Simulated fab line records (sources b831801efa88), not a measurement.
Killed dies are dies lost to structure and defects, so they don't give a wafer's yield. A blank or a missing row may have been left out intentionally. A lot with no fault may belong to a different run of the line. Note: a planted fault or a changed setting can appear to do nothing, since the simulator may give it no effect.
Struck lot and sound lot, side by side    flow sky130    35 steps out of a route of 708
Sound: these wafers, L357.1, L357.2, L357.5. Wafers L368.1, L368.2, L368.4 were the ones struck. The cause is given at the end.
Per side, at each step with rows, come the tool, then ch with its chambers, and then its first start. Under that, the readings that differ: sound wafers    struck wafers    difference of the means    sigmas: that difference in standard deviations of wafers without a fault.
alike: readings whose means differ by less than 2 such deviations, and words and numbers that are the same on both sides. not compared: withheld readings, readings that some wafer has no value for, bounds like >300 that may hide the same value, and numbers for which the record gives no deviation and whose values overlap.
A row with sigmas, a row that says differs or no value, or rows on one side alone: a step with any of these is where the two part. Numbers that have no deviation but don't overlap get no sigmas and don't part them. A reading missing from all wafers of one side parts the sides only when that side holds two or more wafers.

SKY_SD_P_CD_MEAS_07 targets a cd of 380 nm.
  sound on cdSem-02 at day 25 17:45; struck on cdSem-01 at day 29 20:22
  alike: cdNm
SKY_SD_P_OVL_MEAS_08:
  sound on overlay-02 at day 25 17:52; struck on overlay-02 at day 29 20:29
  alike: SD_P_OVL
next, for these wafers, 1 step has no rows: SKY_SD_P_IMPLANT_09.
SKY_SD_P_STRIP_10: strips in O2/N2.
  sound on plasmaAsher-02 ch 0,1, day 25 18:04; struck on plasmaAsher-04 ch 0,1, day 29 20:40
reading                   sound              struck             difference  sigmas
drypumpMotorCurrentA (A)  6.04 5.37 6.00     5.36 5.11 5.10     -0.61       -2
stripTimeToEndpointS (s)  17.49 17.46 17.49  17.60 17.57 17.54  +0.09       +2
  alike: oesProductAu
  not compared: rfHoursCounterH
SKY_SD_P_TW_MEAS_11:
  sound on filmMetro-04 at day 25 18:10; struck on filmMetro-04 at day 29 20:46
  alike: SD_P_TW
then, 7 steps without rows for these wafers: SKY_RES_XHIGH_DEHYDRATE_00 (time 60 s); SKY_RES_XHIGH_HMDS_01 (prime time 60 s); SKY_RES_XHIGH_COAT_02 (resist thk 1140 nm); SKY_RES_XHIGH_SOFTBAKE_03 (time 60 s); SKY_RES_XHIGH_EXPOSE_04 (exposes mask URPM, target cd 1270 nm); SKY_RES_XHIGH_PEB_05; SKY_RES_XHIGH_DEVELOP_06 (develop time 60 s).
SKY_RES_XHIGH_IMPLANT_07:
  sound on implanter-03 ch 0, day 27 00:08; struck on implanter-03 ch 0, day 31 00:49
  alike: faradayCurrentUA
SKY_RES_XHIGH_STRIP_08: strips in O2/N2.
  sound on plasmaAsher-04 ch 0,1, day 27 00:17; struck on plasmaAsher-04 ch 0,1, day 31 00:58
reading                   sound              struck             difference  sigmas
oesProductAu (a.u.)       0.709 0.706 0.712  0.681 0.691 0.677  -0.026      -6
stripTimeToEndpointS (s)  14.27 14.23 14.27  15.04 15.08 15.07  +0.81       +23
  alike: drypumpMotorCurrentA
  not compared: rfHoursCounterH
SKY_RES_XHIGH_TW_MEAS_09:
  sound on filmMetro-04 at day 27 00:23; struck on filmMetro-04 at day 31 01:05
reading       sound           struck          difference  sigmas
RES_XHIGH_TW  1650 1652 1655  2019 2011 2014  +362        +39
then, 7 steps without rows for these wafers: SKY_SD_N_DEHYDRATE_00 (time 60 s); SKY_SD_N_HMDS_01 (prime time 60 s); SKY_SD_N_COAT_02 (resist thk 1140 nm); SKY_SD_N_SOFTBAKE_03 (time 60 s); SKY_SD_N_EXPOSE_04 (exposes mask NSDM, target cd 380 nm); SKY_SD_N_PEB_05; SKY_SD_N_DEVELOP_06 (develop time 60 s).
SKY_SD_N_CD_MEAS_07 targets a cd of 380 nm.
  sound on cdSem-01 at day 28 05:10; struck on cdSem-02 at day 32 03:26
reading    sound              struck             difference  sigmas
cdNm (nm)  374.6 377.4 378.4  382.3 383.9 382.7  +6.2        +2
SKY_SD_N_OVL_MEAS_08:
  sound on overlay-02 at day 28 05:17; struck on overlay-01 at day 32 03:33
  alike: SD_N_OVL
then, 2 steps without rows for these wafers: SKY_SD_N_IMPLANT_09; SKY_SD_N_IMPLANT_10.
SKY_SD_N_STRIP_11: strips in O2/N2.
  sound on plasmaAsher-03 ch 0,1, day 28 05:37; struck on plasmaAsher-03 ch 0,1, day 32 03:53
  alike: drypumpMotorCurrentA, oesProductAu, stripTimeToEndpointS
  not compared: rfHoursCounterH
SKY_SD_N_TW_MEAS_12:
  sound on filmMetro-01 at day 28 05:43; struck on filmMetro-03 at day 32 03:59
  alike: SD_N_TW
then, 1 step without rows for these wafers: SKY_SD_N_CLEAN_13 (cleans in SC1/SC2, time 150 s).
SKY_SD_N_RTA_14: time 2 s.
  sound on rtpAnneal-02 ch 0, day 28 05:50; struck on rtpAnneal-01 ch 0, day 32 04:06
  alike: lampPowerPct, wafer_temp_C_max
SKY_SD_N_RS_MEAS_16: the measuring method here is four-point-probe.
  sound on filmMetro-03 at day 28 06:00; struck on filmMetro-01 at day 32 04:16
  alike: SD_N_RS
SKY_SD_N_RS_MEAS_17: the measuring method here is four-point-probe.
  sound on filmMetro-03 at day 28 06:07; struck on filmMetro-01 at day 32 04:23
  alike: SD_P_RS
SKY_SD_N_RS_MEAS_18: the measuring method here is four-point-probe.
  sound on filmMetro-03 at day 28 06:14; struck on filmMetro-01 at day 32 04:31
reading                sound              struck             difference  sigmas
RES_XHIGH_RS (ohm/sq)  332.2 330.3 331.5  203.8 204.6 204.1  -127.2      -99 or more
then, 1 step without rows for these wafers: SKY_SALICIDE_CLEAN_00 (cleans in HF-last, time 30 s).
-- the record jumps here: 17 days lie between the struck wafers' starts before and after (it left off in module SALICIDE and takes up again in module PAD_OPEN, whose first step shown is number 708 of the route) --
SKY_PAD_OPEN_PROBE_99:
  sound on prober-01 at day 46 01:56; struck on prober-02 at day 48 20:28
reading                           sound           struck             difference  sigmas
model.etest.resXhighPo.lineOhmUm  5696 5782 5905  1955 1906 1897     -3875       
model.etest.resXhighPo.rsOhmSq    1989 1988 2032  677.2 668.4 660.2  -1334.4     
  alike: killed_at_M0_to_M3, killed_at_M4_up, killedAtContacts, killedAtFrontEnd, killedAtOther, killedDies, killedOnRim, killedOpen, killedShort

== WHERE THEY PART ==
First at SKY_SD_P_STRIP_10; last, within this record, at SKY_SD_N_RS_MEAS_18. Later steps at which nothing parts them and some readings are alike: SKY_PAD_OPEN_PROBE_99.

WHY: whatever the simulator had introduced
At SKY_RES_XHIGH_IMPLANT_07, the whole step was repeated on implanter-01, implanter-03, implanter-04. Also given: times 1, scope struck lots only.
